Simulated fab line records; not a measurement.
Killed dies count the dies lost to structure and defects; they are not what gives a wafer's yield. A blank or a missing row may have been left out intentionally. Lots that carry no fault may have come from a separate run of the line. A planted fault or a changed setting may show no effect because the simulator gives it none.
Check of tool commonality ; flow sky130 ; 39 wafers sampled across 13 lots

## THE REASON FOR OPENING IT
Of 13 lots, 2 have the reading VT_ADJUST_HVTR_TW flagged at SKY_VT_ADJUST_HVTR_TW_MEAS_11. Wafers without a fault read 213.1, standard deviation 2.4.
Rule: a lot gets a flag if all its wafers with a number sit over 4 standard deviations from that mean, or if no wafer of it has a number. All remaining lots are regarded as sound.

lot;measured;on;VT_ADJUST_HVTR_TW, wafer by wafer;flag
L601;day 9 07:24;film metro-04;216.1 216.1 214.7;
L603;day 9 16:05;film metro-04;215.5 214.9 215.7;
L604;day 10 01:47;film metro-04;215.5 214.9 216.3;
L606;day 10 20:03;film metro-01;212.2 212.8 211.7;
L607;day 11 02:54;film metro-01;210.0 212.0 210.7;
L608;day 11 03:26;film metro-01;212.2 213.8 211.6;
L609;day 11 11:21;film metro-02;210.0 209.7 210.7;
L610;day 11 23:03;film metro-01;211.7 211.5 211.5;
L614;day 14 21:08;film metro-02;198.1 198.3 197.7;FLAGGED
L615;day 15 00:06;film metro-02;196.3 197.2 196.6;FLAGGED
L619;day 15 07:28;film metro-01;212.5 213.9 212.6;
L620;day 15 11:52;film metro-04;216.5 216.6 216.1;
L624;day 16 15:05;film metro-02;210.3 210.2 209.6;
The numbers of the flagged lots are 197.4 on average: -15.7 against the usual, or -7 standard deviations.

## WHICH TOOL EACH LOT WENT THROUGH
The record keeps 1 process step preceding the reading, out of 708 steps on the route. Every cell lists first the tool, next ch and the chambers used by the sampled wafers, and last the start.
lot;flag;SKY_VT_ADJUST_HVTR_IMPLANT_09
L601;;implanter-03 ch 0, day 9 07:09
L603;;implanter-04 ch 0, day 9 15:53
L604;;implanter-03 ch 0, day 10 01:32
L606;;implanter-02 ch 0, day 10 19:49
L607;;implanter-03 ch 0, day 11 02:39
L608;;implanter-03 ch 0, day 11 03:11
L609;;implanter-03 ch 0, day 11 11:06
L610;;implanter-02 ch 0, day 11 22:49
L614;FLAGGED;implanter-03 ch 0, day 14 20:53
L615;FLAGGED;implanter-03 ch 0, day 14 23:51
L619;;implanter-04 ch 0, day 15 07:13
L620;;implanter-04 ch 0, day 15 11:37
L624;;implanter-02 ch 0, day 16 14:53
What is done by these steps:
- SKY_VT_ADJUST_HVTR_IMPLANT_09
- SKY_VT_ADJUST_HVTR_TW_MEAS_11

## FLAGGED AGAINST TOTAL, ONE TOOL AT A TIME (gauges that did the reading follow at the end)
step;tool;lots run;flagged;share of the flagged lots;sound lots run after its first flagged lot
SKY_VT_ADJUST_HVTR_IMPLANT_09;implanter-02;3;0;none;-
SKY_VT_ADJUST_HVTR_IMPLANT_09;implanter-03;7;2;all;0
SKY_VT_ADJUST_HVTR_IMPLANT_09;implanter-04;3;0;none;-
SKY_VT_ADJUST_HVTR_TW_MEAS_11;film metro-01;5;0;none;-
SKY_VT_ADJUST_HVTR_TW_MEAS_11;film metro-02;4;2;all;1 (L624)
SKY_VT_ADJUST_HVTR_TW_MEAS_11;film metro-04;4;0;none;-

## WHAT THE TABLE ALLOWS
In 2 table rows, all flagged lots were run: implanter-03 (SKY_VT_ADJUST_HVTR_IMPLANT_09), film metro-02 (SKY_VT_ADJUST_HVTR_TW_MEAS_11).
- implanter-03 at SKY_VT_ADJUST_HVTR_IMPLANT_09: 2 of its 7 lots flagged. A fault beginning between L609 (day 11 11:06), its last sound lot, and L614 (day 14 20:53), its first flagged one, fits the data. Its own readings (dose ions cm2, faraday current uA) fall more than 4 standard deviations out on all wafers of the flagged lots.
- film metro-02 at SKY_VT_ADJUST_HVTR_TW_MEAS_11: 2 of its 4 lots flagged. Sound lots ran on it after the first flagged one (L624), which a lasting fault on the whole tool wouldn't allow.
Left over: one tool, implanter-03 at SKY_VT_ADJUST_HVTR_IMPLANT_09.

## WHAT THE SIMULATOR PUT IN
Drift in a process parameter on implanter-03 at SKY_VT_ADJUST_HVTR_IMPLANT_09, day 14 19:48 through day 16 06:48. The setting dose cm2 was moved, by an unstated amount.
Lots struck among those shown: L614, L615. This agrees with what the rule above found.
